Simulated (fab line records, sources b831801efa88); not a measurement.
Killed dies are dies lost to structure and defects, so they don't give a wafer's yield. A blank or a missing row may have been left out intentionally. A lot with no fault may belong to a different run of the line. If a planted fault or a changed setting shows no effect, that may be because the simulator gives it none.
A struck lot beside a sound one || flow sky130 || 16 out of 708 route steps
Sound: the wafers L774.1, L774.3, L774.5. Struck: wafer L779.2 (L779.1, L779.3, from the same lot, were not struck and are left out); the cause is given at the end.
For every step that has rows: the tool of each side, followed by ch and its chambers, followed by its first start. Under that, the readings that differ: sound wafers || struck wafers || difference of the means || sigmas: that difference in standard deviations of wafers without a fault.
alike: same words and numbers on both sides, and readings whose means sit less than 2 such deviations apart. not compared: any withheld reading, any reading some wafer has no value for, any bound like >300 that may hide the same value, and any number with overlapping values for which the record gives no deviation.
A row with sigmas, a row that says differs or no value, or rows on one side alone: a step with any of these is where the two part. Non-overlapping numbers with no deviation appear without sigmas and do not part them. A reading missing from all wafers of one side parts the sides only when that side holds two or more wafers.

first, 3 steps without rows for these wafers: SKY_METAL2_EXPOSE_12 (exposes mask MM2, target cd 140 nm); SKY_METAL2_PEB_13; SKY_METAL2_DEVELOP_14 (develop time 60 s).
SKY_METAL2_CD_MEAS_15: target cd 140 nm.
  sound on cdSem-01, day 36 02:19; struck on cdSem-01, day 38 01:20
  alike: cdNm
SKY_METAL2_OVL_MEAS_16:
  sound on overlay-02, day 36 02:26; struck on overlay-01, day 38 01:28
  alike: METAL2_OVL
SKY_METAL2_DESCUM_17: chemistry O2, time 8 s.
  sound on rieMetal-02 ch 0, day 36 02:28; struck on rieMetal-01 ch 0, day 38 01:30
{"reading": "drypumpMotorCurrentA (A)", "sound": "6.0 6.0 6.0", "struck": 4.9, "difference": -1.1, "sigmas": -2}
  alike: oesProductAu
  not compared: rfHoursCounterH
SKY_METAL2_ETCH_18: etches BARC in N2/H2, stops on SiO2, time 45.9 s, target depth 60 nm.
  sound on rieMetal-02 ch 0, day 36 02:31; struck on rieMetal-01 ch 0, day 38 01:32
{"reading": "drypumpMotorCurrentA (A)", "sound": "6.0 6.0 6.0", "struck": 4.9, "difference": -1.1, "sigmas": -2}
  alike: oesProductAu, throttleValvePct
  not compared: rfHoursCounterH
SKY_METAL2_METAL_ETCH_19: etches the open film in Cl2/BCl3, stops on SiO2, target depth 360 nm, time 78 s.
  sound on rieMetal-02 ch 0, day 36 02:36; struck on rieMetal-01 ch 0, day 38 01:35
{"reading": "drypumpMotorCurrentA (A)", "sound": "6.0 6.0 6.0", "struck": 4.9, "difference": -1.1, "sigmas": -2}
  alike: oesProductAu, throttleValvePct
  not compared: rfHoursCounterH
SKY_METAL2_STRIP_20: strips in O2/N2.
  sound on plasmaAsher-01 ch 0, day 36 02:43; struck on plasmaAsher-01 ch 0, day 38 01:41
  alike: drypumpMotorCurrentA, oesProductAu, stripTimeToEndpointS
  not compared: rfHoursCounterH
then, 3 steps without rows for these wafers: SKY_METAL2_STRIP_21 (strips in post etch residue remover, time 1200 s); SKY_METAL2_CLEAN_22 (cleans in IPA, time 180 s); SKY_METAL2_CLEAN_23 (cleans in O3/DIW).
SKY_VIA2_HDPCVD_00: deposits SiO2, target thk 1180 nm, time 196.7 s.
  sound on hdpcvd-01 ch 0,2, day 36 03:21; struck on hdpcvd-01 ch 0, day 38 02:18
{"reading": "model.SiO2_of_VIA2_HDPCVD_00.thkNm (nm)", "sound": "1175 1202 1180", "struck": 1834, "difference": "+648", "sigmas": ""}
SKY_VIA2_THK_MEAS_01:
  sound on filmMetro-03, day 36 03:28; struck on filmMetro-02, day 38 02:26
{"reading": "VIA2_HDPCVD_THK (nm)", "sound": "1176 1202 1179", "struck": 1834, "difference": "+648", "sigmas": "+43"}
SKY_VIA2_CMP_02: polishes SiO2.
  sound on cmp-01 ch 0,3, day 36 03:35; struck on cmp-01 ch 2, day 38 02:29
{"reading": "motorCurrentA (A)", "sound": "13.0 13.7 13.4", "struck": 10.8, "difference": -2.6, "sigmas": -2}
-- the record jumps here: 10 days lie between the struck wafers' starts before and after (it left off in module VIA2 and takes up again in module PAD_OPEN, whose first step shown is number 708 of the route) --
SKY_PAD_OPEN_PROBE_99:
  sound on prober-02, day 46 12:48; struck on prober-01, day 47 23:52
  alike: defectLimitedYield, killed_at_M0_to_M3, killed_at_M4_up, killedAtContacts, killedAtFrontEnd, killedAtOther, killedDies, killedOpen, killedShort, sort_bin_3_pad_short, sort_bin_5_function, sort_bin_6_memory, sortNPass, sortYieldPct

== WHERE THEY PART ==
At SKY_METAL2_DESCUM_17 first; at SKY_VIA2_CMP_02 last (within this record only). Later steps at which nothing parts them and some readings are alike: SKY_PAD_OPEN_PROBE_99.

WHY: whatever the simulator had introduced
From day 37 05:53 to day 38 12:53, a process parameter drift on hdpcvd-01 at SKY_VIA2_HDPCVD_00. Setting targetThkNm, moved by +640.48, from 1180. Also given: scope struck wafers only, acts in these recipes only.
